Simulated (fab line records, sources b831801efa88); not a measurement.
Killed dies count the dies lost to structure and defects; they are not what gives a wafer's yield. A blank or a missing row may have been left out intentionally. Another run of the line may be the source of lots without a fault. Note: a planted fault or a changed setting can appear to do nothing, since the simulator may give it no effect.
Chamber matching | flow sky130 | SKY_METAL4_ETCH_17 on rie_diel-04: 4 sister chambers
The step etches SiO2 in C4F8/O2/Ar, stops on TiN, time 3.78 s, target depth 15 nm. 14 wafers are shown with their chamber, then 7 later ones without.

## WAFERS WITH THEIR CHAMBER
wafer  | chamber | oes_product_au (a.u.)
L439.2 | 3       | 0.759
L439.3 | 1       | 0.755
L439.6 | 1       | 0.773
L442.4 | 2       | 0.759
L442.5 | 3       | 0.771
L442.6 | 2       | 0.760
L443.3 | 0       | 0.768
L443.4 | 3       | 0.773
L443.6 | 1       | 0.766
L448.1 | 1       | 0.770
L448.3 | 2       | 0.761
L448.5 | 0       | 0.780
L449.1 | 2       | 0.767
L449.3 | 1       | 0.757

SIGNATURES (means of the wafers above)
reading        | chamber 0 | chamber 1 | chamber 2 | chamber 3 | scatter within a chamber
oes_product_au | 0.77400   | 0.76420   | 0.76175   | 0.76767   | 0.0069
Rule: for a wafer and a chamber, the distance is found by dividing, reading by reading, the gap between the wafer's reading and the chamber's mean by the reading's scatter, squaring, summing and taking the root. The wafer belongs to the nearest chamber; if the next one is less than 2 further off, it can't be placed. The scatter: the root of (the sum of the squares of (reading less its chamber's mean) over the shown wafers, divided by (wafers less chambers)).

## WAFERS WITH NO CHAMBER GIVEN
wafer  | oes_product_au (a.u.)
L449.5 | 0.769
L450.1 | 0.766
L450.2 | 0.771
L450.4 | 0.769
L462.1 | 0.770
L462.4 | 0.779
L462.5 | 0.778

## THE CHAMBER EACH PASSED THROUGH
wafer  | from the rows above               | in truth
L449.5 | can't be placed: 3 or 1 or 0 or 2 | 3
L450.1 | can't be placed: 3 or 1 or 2 or 0 | 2
L450.2 | can't be placed: 0 or 3 or 1 or 2 | 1
L450.4 | can't be placed: 3 or 1 or 0 or 2 | 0
L462.1 | can't be placed: 3 or 0 or 1 or 2 | 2
L462.4 | can't be placed: 0 or 3 or 1 or 2 | 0
L462.5 | can't be placed: 0 or 3 or 1 or 2 | 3
Correct placement for 0 of the 7. Unplaceable from these rows: 7, with the true chamber sitting among the candidates in 7. Wrongly placed: 0.
